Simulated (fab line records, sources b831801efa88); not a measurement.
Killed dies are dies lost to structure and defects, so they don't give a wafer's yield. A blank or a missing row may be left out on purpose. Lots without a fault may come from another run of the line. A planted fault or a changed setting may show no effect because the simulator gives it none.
fab line records | flow sky130 | part 1 of 2: steps 1 to 4 of 6
record lots=23 wafers=69 last_day=50
route steps=708 shown POLY_GATE@236 LDD_LDN@301 CONTACT@425 METAL3@565 VIA4@660 METAL5@677
lots that met no fault: from a run of the same line without faults
start_h: hours from the record's first day to the start of the lot's first wafer shown | wait_h: hours since the lot's step before | " the same as in the row above | L1.1+2: a row that stands for several wafers | - no value, or no start given | * or withheld: withheld | < > ~ a bound
route shown NAME@n: a module of which the file shows steps, and the number in the route of the first | usual: mean/standard deviation of fault-free wafers | same: alike in all rows | chamber/n: place in a boat | sites: the reading at each site | _std_site: their standard deviation | _edge_site: outer sites' mean less inner sites' | radius_mm: how far each site lies from the wafer's centre | mask NAME#n: copy n | behind: the tool/chamber that last shaped the wafer | hold: why the lot was held/for how many hours/how that ended | device: the transistor (n, p or np) that didn't switch | end of line: the same wafers' tests at the end of the route | a step without rows: its recipe alone | killed: dies lost to structure and defects at the first sort, not the wafer's yield | map: a wafer's dies, x killed, . not, _ none there
set.NAME: the setting as run; set.NAME@STEP: as run at that earlier step | model.NAME: the simulator's own value behind a step, which no gauge read
steps of the route over a sample of lots; a table a step, a row a wafer
services: from which hour (start_h, from the record's first day; less than 0 if before it) a tool's chamber was out of use, for how many hours, and why
## steps
# step SKY_POLY_GATE_CD_MEAS_22
# usual cd_nm=149.8/2.8
# columns lot.wafer tool chamber start_h wait_h cd_nm
L074.2 cd_sem-01 - 365.87 0.1 144.2
L074.3 " - " " 145.6
L074.5 " - " " 145.1
L075.2 cd_sem-02 - 365.87 0.1 149.4
L075.4 " - " " 147.7
L075.5 " - " " 148.7
L076.1 cd_sem-01 - 384.15 0.1 151.6
L076.4 " - " " 147.9
L076.5 " - " " 147.7
L077.1 cd_sem-01 - 405.74 0.1 152.7
L077.2 " - " " 148.8
L077.3 " - " " 151.6
L078.1 cd_sem-01 - 411.52 0.1 148.4
L078.3 " - " " 146.0
L078.6 " - " " 146.6
L080.2 cd_sem-01 - 426.93 0.1 151.6
L080.5 " - " " 156.2
L080.6 " - " " 150.3
L079.3 cd_sem-02 - 426.97 0.1 151.4
L079.5 " - " " 152.9
L079.6 " - " " 151.7
L081.2 cd_sem-02 - 435.11 0.1 147.5
L081.4 " - " " 154.3
L081.6 " - " " 155.1
L082.1 cd_sem-02 - 440.69 0.1 151.7
L082.2 " - " " 148.8
L082.3 " - " " 148.7
L083.1 cd_sem-02 - 453.25 0.1 148.8
L083.4 " - " " 151.8
L083.5 " - " " 147.3
L084.2 cd_sem-01 - 466.84 0.1 149.7
L084.4 " - " " 155.6
L084.5 " - " " 147.5
L085.3 cd_sem-02 - 466.88 0.1 148.6
L085.4 " - " " 146.6
L085.5 " - " " 148.0
L086.1 cd_sem-02 - 480.17 0.1 148.1
L086.2 " - " " 149.9
L086.4 " - " " 148.0
L087.4 cd_sem-01 - 488.64 0.1 152.4
L087.5 " - " " 148.7
L087.6 " - " " 149.3
L088.1 cd_sem-02 - 495.66 0.1 148.0
L088.5 " - " " 149.6
L088.6 " - " " 149.5
L089.2 cd_sem-02 - 496.84 0.1 148.3
L089.4 " - " " 145.8
L089.5 " - " " 148.8
L090.1 cd_sem-02 - 507.88 0.1 151.8
L090.2 " - " " 153.2
L090.6 " - " " 153.6
L091.1 cd_sem-02 - 515.95 0.1 146.4
L091.3 " - " " 146.6
L091.5 " - " " 147.0
L092.2 cd_sem-02 - 530.44 0.1 148.0
L092.3 " - " " 151.9
L092.4 " - " " 151.9
L096.1 cd_sem-02 - 566.55 0.1 148.8
L096.3 " - " " 150.5
L096.5 " - " " 149.3
L095.2 cd_sem-02 - 568.04 0.1 148.5
L095.5 " - " " 145.7
L095.6 " - " " 152.1
L094.1 cd_sem-02 - 569.37 0.2 144.8
L094.4 " - " " 149.6
L094.5 " - " " 150.5
L097.2 cd_sem-02 - 573.09 0.1 149.6
L097.3 " - " " 147.9
L097.5 " - " " 150.0
# step SKY_LDD_LDN_STRIP_12
# recipe chemistry=O2/N2 power_w=1400 pressure_mtorr=1500 platen_temp_c=withheld o2_flow_sccm=3000 n2_flow_sccm=300 overash_fraction=0.5
# usual chamber_pressure_mTorr=1499.9/1.2 drypump_motor_current_A=5.8/0.49 oes_product_au=0.716/0.0049 strip_time_to_endpoint_s=14.18/0.041
# columns lot.wafer tool chamber start_h wait_h chamber_pressure_mTorr drypump_motor_current_A oes_product_au rf_hours_counter_h strip_time_to_endpoint_s
L075.2 plasma_asher-02 1 516.50 0.1 1500.3 5.8 0.712 84 14.15
L075.4 " 1 " " 1497.8 5.8 0.721 - 14.14
L075.5 " 1 " " 1497.3 5.8 0.711 - 14.18
L074.2 plasma_asher-04 1 517.10 0.1 1498.4 5.4 0.720 69 14.20
L074.3 " 0 " " 1499.8 6.6 0.722 - 14.21
L074.5 " 0 " " 1501.9 6.6 0.714 - 14.18
L076.1 plasma_asher-01 1 537.25 0.1 1500.8 5.0 0.714 10 14.28
L076.4 " 1 " " 1499.0 5.0 0.709 - 14.25
L076.5 " 0 " " 1499.8 5.7 0.720 - 14.26
L077.1 plasma_asher-04 1 557.95 0.1 1500.6 5.4 0.712 73 14.15
L077.2 " 0 " " 1500.6 6.6 0.720 73 14.20
L077.3 " 1 " " 1500.4 5.4 0.716 - 14.13
L078.1 plasma_asher-02 1 566.15 0.1 1500.3 5.8 0.716 89 14.24
L078.3 " 0 " " 1497.8 5.7 0.711 - 14.24
L078.6 " 1 " " 1498.2 5.8 0.724 - 14.21
L080.2 plasma_asher-04 0 578.95 0.1 1497.6 6.6 0.718 75 14.15
L080.5 " 0 " " 1500.0 6.7 0.719 - 14.15
L080.6 " 1 " " 1499.8 5.4 0.714 - 14.14
L079.3 plasma_asher-01 1 580.99 0.1 1501.2 4.9 0.706 - 14.18
L079.5 " 1 " " 1497.8 5.0 0.708 - 14.21
L079.6 " 0 " " 1500.1 5.7 0.709 - 14.18
L081.2 plasma_asher-04 1 587.75 0.1 1501.3 5.4 0.717 76 14.16
L081.4 " 1 " " 1501.7 5.4 0.711 - 14.17
L081.6 " 0 " " 1500.7 6.6 0.712 - 14.12
L082.1 plasma_asher-04 0 591.80 0.1 1499.4 6.6 0.717 77 14.19
L082.2 " 1 " " 1499.6 5.4 0.719 77 14.19
L082.3 " 1 " " 1500.1 5.4 0.713 - 14.14
L083.1 plasma_asher-04 1 604.35 0.1 1501.4 5.4 0.719 78 14.19
L083.4 " 1 " " 1498.2 5.4 0.722 - 14.19
L083.5 " 1 " " 1498.8 5.4 0.715 - 14.17
L084.2 plasma_asher-02 0 619.00 0.1 1498.8 5.7 0.709 94 14.18
L084.4 " 1 " " 1499.0 5.7 0.717 - 14.18
L084.5 " 0 " " 1499.3 5.7 0.707 - 14.26
L085.3 plasma_asher-04 0 619.13 0.1 1499.7 6.6 0.708 - 14.22
L085.4 " 1 " " 1499.1 5.4 0.717 - 14.20
L085.5 " 0 " " 1499.4 6.7 0.713 - 14.19
L086.1 plasma_asher-04 0 631.35 0.1 1500.0 6.6 0.719 81 14.18
L086.2 " 1 " " 1499.0 5.4 0.715 81 14.16
L086.4 " 1 " " 1499.2 5.4 0.723 - 14.15
L087.4 plasma_asher-02 1 638.28 0.1 1499.5 5.8 0.707 - 14.22
L087.5 " 0 " " 1498.9 5.7 0.714 - 14.20
L087.6 " 1 " " 1501.1 5.8 0.716 - 14.18
L088.1 plasma_asher-02 1 645.00 0.1 1499.1 5.8 0.722 97 14.13
L088.5 " 1 " " 1501.2 5.8 0.716 - 14.15
L088.6 " 0 " " 1499.8 5.7 0.715 - 14.15
L089.2 plasma_asher-01 1 647.35 0.1 1500.3 5.0 0.710 21 14.15
L089.4 " 0 " " 1498.3 5.7 0.717 - 14.17
L089.5 " 0 " " 1500.7 5.7 0.712 - 14.15
L090.1 plasma_asher-02 1 657.70 0.1 1499.5 5.8 0.719 98 14.21
L090.2 " 0 " " 1498.4 5.7 0.718 98 14.15
L090.6 " 0 " " 1500.7 5.7 0.714 - 14.20
L091.1 plasma_asher-04 0 663.35 0.1 1501.3 6.6 0.719 84 14.11
L091.3 " 1 " " 1499.1 5.4 0.713 - 14.12
L091.5 " 0 " " 1498.4 6.6 0.714 - 14.09
L092.2 plasma_asher-02 0 678.90 0.1 1501.0 5.7 0.715 100 14.23
L092.3 " 0 " " 1500.4 5.7 0.705 - 14.20
L092.4 " 1 " " 1499.2 5.8 0.719 - 14.20
L096.1 plasma_asher-01 0 711.60 0.1 1501.5 5.7 0.710 27 14.18
L096.3 " 1 " " 1498.1 5.0 0.715 - 14.15
L096.5 " 1 " " 1499.7 5.0 0.716 - 14.15
L095.2 plasma_asher-04 0 711.90 0.1 1498.9 6.6 0.710 88 14.21
L095.5 " 1 " " 1499.9 5.4 0.711 - 14.16
L095.6 " 0 " " 1499.0 6.6 0.719 - 14.19
L094.1 plasma_asher-02 0 714.45 0.1 1500.1 5.7 0.710 103 14.12
L094.4 " 1 " " 1500.9 5.8 0.728 - 14.11
L094.5 " 1 " " 1498.7 5.8 0.719 - 14.10
L097.2 plasma_asher-02 1 717.80 0.1 1500.3 5.8 0.721 104 14.21
L097.3 " 0 " " 1500.1 5.7 0.724 - 14.18
L097.5 " 1 " " 1498.0 5.8 0.722 - 14.19
# step SKY_CONTACT_STRIP_19
# recipe chemistry=O2/N2 power_w=1400 pressure_mtorr=1500 platen_temp_c=withheld o2_flow_sccm=3000 n2_flow_sccm=300 overash_fraction=0.5
# usual chamber_pressure_mTorr=1500.1/1.4 drypump_motor_current_A=5.5/0.35 oes_product_au=0.381/0.0046 strip_time_to_endpoint_s=3.63/0.037
# columns lot.wafer tool chamber start_h wait_h chamber_pressure_mTorr drypump_motor_current_A oes_product_au rf_hours_counter_h strip_time_to_endpoint_s
L075.2 plasma_asher-01 0 725.36 - 1500.5 5.7 0.376 29 3.66
L075.4 " 1 " " 1498.5 5.0 0.375 - 3.65
L075.5 " 0 " " 1501.0 5.7 0.382 - 3.59
L074.2 plasma_asher-02 0 728.34 - 1498.4 5.7 0.376 105 3.62
L074.3 " 1 " " 1500.1 5.8 0.382 - 3.58
L074.5 " 1 " " 1501.2 5.8 0.380 - 3.63
L076.1 plasma_asher-02 0 744.36 - 1499.2 5.7 0.380 0 3.62
L076.4 " 0 " " 1498.7 5.7 0.381 - 3.64
L076.5 " 1 " " 1500.8 5.8 0.378 - 3.59
L077.1 plasma_asher-02 1 763.49 - 1498.6 5.8 0.390 2 3.69
L077.2 " 0 " " 1501.0 5.7 0.378 2 3.66
L077.3 " 0 " " 1501.0 5.7 0.380 - 3.62
L078.1 plasma_asher-02 1 771.06 - 1500.8 5.8 0.381 3 3.63
L078.3 " 0 " " 1501.9 5.7 0.376 - 3.61
L078.6 " 0 " " 1500.2 5.7 0.381 - 3.62
L080.2 plasma_asher-01 1 782.17 - 1498.5 4.9 0.379 34 3.65
L080.5 " 1 " " 1502.5 5.0 0.379 - 3.63
L080.6 " 0 " " 1500.1 5.7 0.377 - 3.61
L079.3 plasma_asher-02 1 782.74 - 1498.6 5.8 0.375 - 3.66
L079.5 " 1 " " 1500.5 5.9 0.383 - 3.61
L079.6 " 0 " " 1499.3 5.7 0.378 - 3.65
L081.2 plasma_asher-02 0 789.64 - 1498.8 5.7 0.380 5 3.61
L081.4 " 1 " " 1498.8 5.8 0.384 - 3.64
L081.6 " 1 " " 1498.1 5.8 0.375 - 3.66
L082.1 plasma_asher-01 0 792.94 - 1498.7 5.7 0.392 35 3.62
L082.2 " 1 " " 1500.9 5.0 0.381 35 3.63
L082.3 " 0 " " 1499.3 5.7 0.385 - 3.65
L083.1 plasma_asher-02 0 804.55 - 1499.8 5.7 0.383 6 3.64
L083.4 " 0 " " 1500.4 5.7 0.389 - 3.56
L083.5 " 0 " " 1500.0 5.7 0.392 - 3.64
L084.2 plasma_asher-01 0 816.54 - 1498.3 5.7 0.372 37 3.62
L084.4 " 0 " " 1500.6 5.7 0.382 - 3.56
L084.5 " 1 " " 1499.0 4.9 0.378 - 3.63
L085.3 plasma_asher-01 0 818.29 - 1498.2 5.7 0.382 - 3.61
L085.4 " 1 " " 1498.6 4.9 0.383 - 3.71
L085.5 " 1 " " 1499.0 5.0 0.380 - 3.67
L086.1 plasma_asher-01 1 829.89 - 1502.8 5.0 0.386 39 3.69
L086.2 " 0 " " 1499.1 5.7 0.368 39 3.59
L086.4 " 1 " " 1498.6 4.9 0.375 - 3.64
L087.4 plasma_asher-01 0 836.29 - 1500.0 5.7 0.384 - 3.63
L087.5 " 1 " " 1499.4 5.0 0.385 - 3.66
L087.6 " 0 " " 1500.9 5.7 0.386 - 3.61
L088.1 plasma_asher-01 0 841.91 - 1502.6 5.7 0.388 40 3.67
L088.5 " 0 " " 1501.5 5.7 0.390 - 3.68
L088.6 " 1 " " 1499.6 5.0 0.381 - 3.65
L089.2 plasma_asher-01 0 842.56 - 1502.5 5.7 0.378 40 3.62
L089.4 " 0 " " 1502.2 5.7 0.379 - 3.56
L089.5 " 1 " " 1501.3 4.9 0.392 - 3.60
L090.1 plasma_asher-01 1 853.24 - 1500.9 5.0 0.384 41 3.55
L090.2 " 0 " " 1498.6 5.7 0.378 41 3.63
L090.6 " 1 " " 1500.4 5.0 0.377 - 3.54
L091.1 plasma_asher-02 1 858.59 - 1504.7 5.8 0.376 12 3.58
L091.3 " 1 " " 1500.4 5.8 0.377 - 3.63
L091.5 " 0 " " 1498.6 5.7 0.380 - 3.58
L092.2 plasma_asher-02 0 872.64 - 1499.4 5.7 0.380 13 3.65
L092.3 " 0 " " 1497.3 5.7 0.384 - 3.63
L092.4 " 1 " " 1499.9 5.8 0.392 - 3.65
L095.2 plasma_asher-01 1 901.80 - 1499.3 5.0 0.377 46 3.62
L095.5 " 1 " " 1501.3 4.9 0.384 - 3.61
L095.6 " 0 " " 1499.4 5.7 0.381 - 3.52
L096.1 plasma_asher-01 0 902.64 - 1496.9 5.7 0.376 46 3.67
L096.3 " 1 " " 1502.4 4.9 0.377 - 3.59
L096.5 " 1 " " 1499.8 4.9 0.386 - 3.63
L094.1 plasma_asher-02 0 904.69 - 1498.9 5.7 0.382 17 3.60
L094.4 " 1 " " 1502.8 5.8 0.389 - 3.61
L094.5 " 0 " " 1500.7 5.7 0.387 - 3.70
L097.2 plasma_asher-01 0 908.84 - 1499.5 5.7 0.375 47 3.67
L097.3 " 0 " " 1498.9 5.7 0.381 - 3.63
L097.5 " 1 " " 1501.0 5.0 0.387 - 3.60
# step SKY_METAL3_DESCUM_15
# recipe chemistry=O2 source_power_w=150 bias_power_w=0 pressure_mtorr=10 temp_c=40 time_s=8
# usual chamber_pressure_mTorr=10.000/0.0095 drypump_motor_current_A=5.80/0.21 he_backside_leak_sccm=3.44/0.19 oes_product_au=1.000/0.0088
# columns lot.wafer tool chamber start_h wait_h chamber_pressure_mTorr drypump_motor_current_A he_backside_leak_sccm oes_product_au rf_hours_counter_h
L075.2 rie_metal-04 1 891.27 0.0 10.009 5.56 3.69 0.996 7
L075.4 " 1 " " 9.992 5.55 3.55 0.994 -
L075.5 " 1 " " 9.996 5.54 3.55 0.990 -
L074.2 rie_metal-01 0 894.62 0.0 9.983 5.70 3.34 1.004 7
L074.3 " 0 " " 9.980 5.68 3.31 0.998 -
L074.5 " 0 " " 9.996 5.66 3.41 1.005 -
L076.1 rie_metal-04 1 909.06 0.0 9.991 5.54 3.81 0.996 8
L076.4 " 0 " " 10.005 6.17 3.66 0.991 -
L076.5 " 0 " " 10.011 6.18 3.45 0.984 -
L077.1 rie_metal-01 0 926.06 0.0 9.982 5.72 3.44 1.013 8
L077.2 " 1 " " 10.005 5.72 3.11 1.010 5
L077.3 " 0 " " 10.002 5.68 3.44 1.005 -
L078.1 rie_metal-01 1 934.52 0.0 9.993 5.77 3.60 1.014 6
L078.3 " 0 " " 10.010 5.68 3.35 1.008 -
L078.6 " 1 " " 10.000 5.76 3.46 1.007 -
L080.2 rie_metal-04 0 943.77 0.0 9.997 6.17 3.47 0.996 14
L080.5 " 1 " " 10.005 5.54 3.83 1.003 -
L080.6 " 0 " " 10.006 6.17 3.58 0.983 -
L079.3 rie_metal-01 1 944.43 0.0 9.998 5.75 3.08 1.009 -
L079.5 " 0 " " 9.996 5.71 3.45 0.995 -
L079.6 " 1 " " 9.997 5.75 3.01 0.995 -
L081.2 rie_metal-02 1 950.57 0.0 10.010 6.12 3.38 0.994 16
L081.4 " 1 " " 10.008 6.08 3.37 0.988 -
L081.6 " 1 " " 9.996 6.13 3.48 0.992 -
L082.1 rie_metal-01 0 953.97 0.0 10.005 5.70 3.38 0.995 9
L082.2 " 1 " " 10.011 5.76 3.23 0.997 7
L082.3 " 1 " " 9.998 5.76 3.13 1.006 -
L083.1 rie_metal-02 0 966.01 0.0 9.990 5.68 3.69 1.007 4
L083.4 " 0 " " 9.993 5.69 3.37 0.991 -
L083.5 " 0 " " 9.992 5.67 3.74 1.008 -
L084.2 rie_metal-01 0 976.17 0.0 9.983 5.67 3.38 0.999 10
L084.4 " 0 " " 9.986 5.66 3.20 0.994 -
L084.5 " 1 " " 10.014 5.74 3.36 1.012 -
L085.3 rie_metal-01 1 977.58 0.0 9.996 5.74 3.46 1.006 -
L085.4 " 0 " " 10.001 5.71 3.56 1.009 -
L085.5 " 0 " " 9.992 5.72 3.48 0.993 -
L086.1 rie_metal-01 0 988.66 0.0 10.010 5.67 3.30 1.002 11
L086.2 " 1 " " 9.995 5.76 3.38 1.011 9
L086.4 " 0 " " 9.999 5.67 3.29 1.000 -
L087.4 rie_metal-02 1 992.83 0.0 9.989 6.14 3.31 0.984 -
L087.5 " 0 " " 9.995 5.66 3.64 1.002 -
L087.6 " 1 " " 10.007 6.11 3.29 0.986 -
L088.1 rie_metal-01 1 997.77 0.0 9.995 5.75 3.61 1.008 9
L088.5 " 1 " " 10.002 5.73 3.70 1.010 -
L088.6 " 0 " " 9.994 5.64 3.17 1.001 -
L089.2 rie_metal-01 0 1000.02 0.0 10.001 5.65 3.04 1.003 12
L089.4 " 0 " " 9.997 5.72 3.10 0.997 -
L089.5 " 1 " " 10.013 5.75 3.58 1.010 -
L090.1 rie_metal-01 1 1008.36 0.0 9.998 5.76 3.74 1.007 10
L090.2 " 0 " " 10.008 5.67 3.36 1.003 12
L090.6 " 1 " " 10.018 5.74 3.96 1.000 -
L091.1 rie_metal-02 1 1014.47 0.0 10.003 6.16 3.40 0.995 20
L091.3 " 0 " " 10.004 5.69 3.38 1.004 -
L091.5 " 0 " " 10.000 5.71 3.39 0.991 -
L092.2 rie_metal-01 0 1025.86 0.0 10.004 5.66 3.26 1.003 13
L092.3 " 0 " " 9.999 5.69 3.41 1.005 -
L092.4 " 1 " " 10.006 5.75 3.36 1.012 -
L095.2 rie_metal-04 1 1051.51 0.0 9.989 5.55 3.45 0.995 17
L095.5 " 0 " " 10.010 6.16 3.56 0.979 -
L095.6 " 1 " " 9.983 5.54 3.77 1.003 -
L096.1 rie_metal-02 1 1052.47 0.0 10.003 6.14 3.48 0.994 1
L096.3 " 0 " " 9.986 5.67 3.55 0.991 -
L096.5 " 0 " " 9.979 5.67 3.70 0.996 -
L094.1 rie_metal-02 0 1054.91 0.0 10.012 5.65 3.26 0.998 9
L094.4 " 0 " " 9.997 5.61 3.17 0.989 -
L094.5 " 0 " " 9.994 5.65 3.39 0.989 -
L097.2 rie_metal-02 1 1058.37 0.0 9.976 6.15 3.37 1.007 1
L097.3 " 1 " " 10.005 6.19 3.32 1.001 -
L097.5 " 1 " " 10.007 6.19 3.29 1.016 -
